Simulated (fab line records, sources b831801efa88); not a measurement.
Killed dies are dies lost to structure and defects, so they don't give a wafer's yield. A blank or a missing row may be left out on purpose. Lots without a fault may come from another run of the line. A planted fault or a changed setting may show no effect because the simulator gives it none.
Which tool did it? | flow sky130 | 14 lots, 42 wafers sampled, at 4 steps of a route of 708

WHAT THE GAUGES READ, wafer by wafer
SKY_SD_N_OVL_MEAS_08. Usual: SD_N_OVL -1.2 nm, standard deviation 1.5.
lot  | measured     | on         | SD_N_OVL (nm)  | flag
L888 | day 27 04:17 | overlay-01 | -0.7 -1.5 -1.2 |
L889 | day 27 18:54 | overlay-02 | -0.6 0.6 -0.9  |
L892 | day 29 06:47 | overlay-02 | -0.3 -1.0 1.2  |
L894 | day 30 03:20 | overlay-02 | -1.2 0.4 0.9   |
L896 | day 30 20:17 | overlay-01 | 0.0 -0.3 -1.1  |
L898 | day 31 04:14 | overlay-02 | -1.0 -2.1 -1.7 |
L897 | day 31 06:16 | overlay-01 | -0.5 -0.3 -1.9 |
L899 | day 31 07:42 | overlay-02 | -2.6 -2.3 -3.1 |
L900 | day 31 17:59 | overlay-02 | 0.8 1.0 1.4    |
L901 | day 32 03:26 | overlay-01 | -3.8 -3.5 -4.1 |
L902 | day 32 07:22 | overlay-01 | -1.8 -1.4 -2.4 |
L904 | day 33 16:45 | overlay-01 | -0.3 -1.3 -2.2 |
L905 | day 33 17:03 | overlay-01 | -2.7 -2.2 -4.3 |
L910 | day 35 16:11 | overlay-02 | -0.9 -0.2 -2.2 |

SKY_SD_N_RS_MEAS_18: measures by four-point-probe. Usual: RES_XHIGH_RS 333.7 ohm/sq, standard deviation 1.3.
lot  | measured     | on            | RES_XHIGH_RS (ohm/sq) | flag
L888 | day 27 05:15 | film_metro-02 | 333.4 335.0 333.9     |
L889 | day 27 19:54 | film_metro-01 | 332.7 332.7 331.9     |
L892 | day 29 07:45 | film_metro-02 | 332.2 332.5 333.7     |
L894 | day 30 04:19 | film_metro-02 | 332.9 333.8 332.8     |
L896 | day 30 21:17 | film_metro-04 | 334.0 335.1 334.3     |
L898 | day 31 05:14 | film_metro-01 | 333.4 333.3 333.6     |
L897 | day 31 07:13 | film_metro-02 | 334.6 334.6 333.0     |
L899 | day 31 08:41 | film_metro-01 | 335.2 335.0 334.5     |
L900 | day 31 18:57 | film_metro-02 | 333.9 334.4 333.5     |
L901 | day 32 04:26 | film_metro-04 | 335.7 335.8 336.5     |
L902 | day 32 08:19 | film_metro-04 | 333.0 333.7 334.5     |
L904 | day 33 17:44 | film_metro-02 | 333.9 335.0 334.2     |
L905 | day 33 18:01 | film_metro-01 | 332.7 332.8 333.2     |
L910 | day 35 17:10 | film_metro-01 | 332.8 332.9 334.3     |

SKY_LI_CONTACT_THK_MEAS_23: measures by xrf. Usual: LI_CONTACT_W_THK 399 nm, standard deviation 8.4.
lot  | measured     | on            | LI_CONTACT_W_THK (nm) | flag
L888 | day 28 11:10 | film_metro-02 | 400 404 403           |
L889 | day 29 00:43 | film_metro-04 | 404 407 416           |
L892 | day 30 12:50 | film_metro-01 | 392 393 388           |
L894 | day 31 08:14 | film_metro-02 | 398 388 387           |
L896 | day 32 03:16 | film_metro-04 | 411 407 411           |
L898 | day 32 09:14 | film_metro-04 | 413 418 416           |
L897 | day 32 11:02 | film_metro-04 | 410 406 409           |
L899 | day 32 12:46 | film_metro-01 | 400 397 395           |
L900 | day 32 23:38 | film_metro-01 | 395 395 396           |
L901 | day 33 08:45 | film_metro-01 | 393 400 393           |
L902 | day 33 12:52 | film_metro-02 | 406 397 401           |
L904 | day 34 22:01 | film_metro-02 | 395 400 403           |
L905 | day 34 22:21 | film_metro-04 | 390 400 398           |
L910 | day 36 21:14 | film_metro-02 | 392 396 388           |

WHICH TOOL RAN EACH LOT (tool, then ch and the chambers of the sampled wafers, then the start)
lot  | SKY_SD_P_DEVELOP_06
L888 | litho_track-01 ch 0, day 24 17:28
L889 | litho_track-02 ch 0, day 25 09:02
L892 | litho_track-01 ch 0, day 26 22:34
L894 | litho_track-04 ch 0, day 27 21:10
L896 | litho_track-04 ch 0, day 28 14:56
L898 | litho_track-02 ch 0, day 28 22:07
L897 | litho_track-01 ch 0, day 28 23:49
L899 | litho_track-02 ch 0, day 29 01:04
L900 | litho_track-04 ch 0, day 29 10:35
L901 | litho_track-02 ch 0, day 29 20:34
L902 | litho_track-02 ch 0, day 30 01:28
L904 | litho_track-01 ch 0, day 31 10:46
L905 | litho_track-04 ch 0, day 31 11:04
L910 | litho_track-04 ch 0, day 33 10:53
- SKY_SD_P_DEVELOP_06: develop time 60 s.

WHAT THE TOOLS THEMSELVES READ (means of the sampled wafers that have a number; where no wafer has one, the mark that the record gives instead)
SKY_SD_P_DEVELOP_06. Usual: developer_temp_C 22.97 C, standard deviation 0.096.
lot  | tool           | developer_temp_C (C) | flag
L888 | litho_track-01 | 22.97                |
L889 | litho_track-02 | 23.06                |
L892 | litho_track-01 | 22.86                |
L894 | litho_track-04 | 23.01                |
L896 | litho_track-04 | 22.91                |
L898 | litho_track-02 | 22.94                |
L897 | litho_track-01 | 23.07                |
L899 | litho_track-02 | 23.00                |
L900 | litho_track-04 | 23.00                |
L901 | litho_track-02 | 23.72                | OFF
L902 | litho_track-02 | 23.67                | OFF
L904 | litho_track-01 | 23.00                |
L905 | litho_track-04 | 23.03                |
L910 | litho_track-04 | 23.00                |

THE ANSWER, worked out from the rows above alone
Rule: a lot is off if the mean of its wafers that have a number lies more than 3 standard deviations from the usual mean. A lot without any number at a reading at which 4 lots or more have one is off too. The other lots that the step has rows for count as sound. The gauges are gone through in route order, then the tools' own readings, and for those a lot's mean is taken as printed above. The first step at which some lot is off is used, and at that step the reading that is off furthest; a lot without a number counts as furthest.
Off: L901, L902, at SKY_SD_P_DEVELOP_06 (developer_temp_C).
A tool fits if, at that step or a process step before it, it ran every lot that is off, and no sound lot after the first of them. One fits: litho_track-02 at SKY_SD_P_DEVELOP_06. Its last sound lot is L899 (day 29 01:04), its first lot that is off L901 (day 29 20:34): a fault that began between those two fits.
The tool's own readings at SKY_SD_P_DEVELOP_06 bear it out: on the lots that are off they differ by more than 5 times the standard deviation of the sound lots' means. developer_temp_C reads 23.70 C there against 22.99 C on the sound lots.

WHAT THE SIMULATOR HAD PUT IN
Process parameter drift: litho_track-02, from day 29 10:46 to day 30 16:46, at SKY_SD_P_DEVELOP_06. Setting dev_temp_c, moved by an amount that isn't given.
Lots struck among those shown: L901, L902. The rule above found the same.
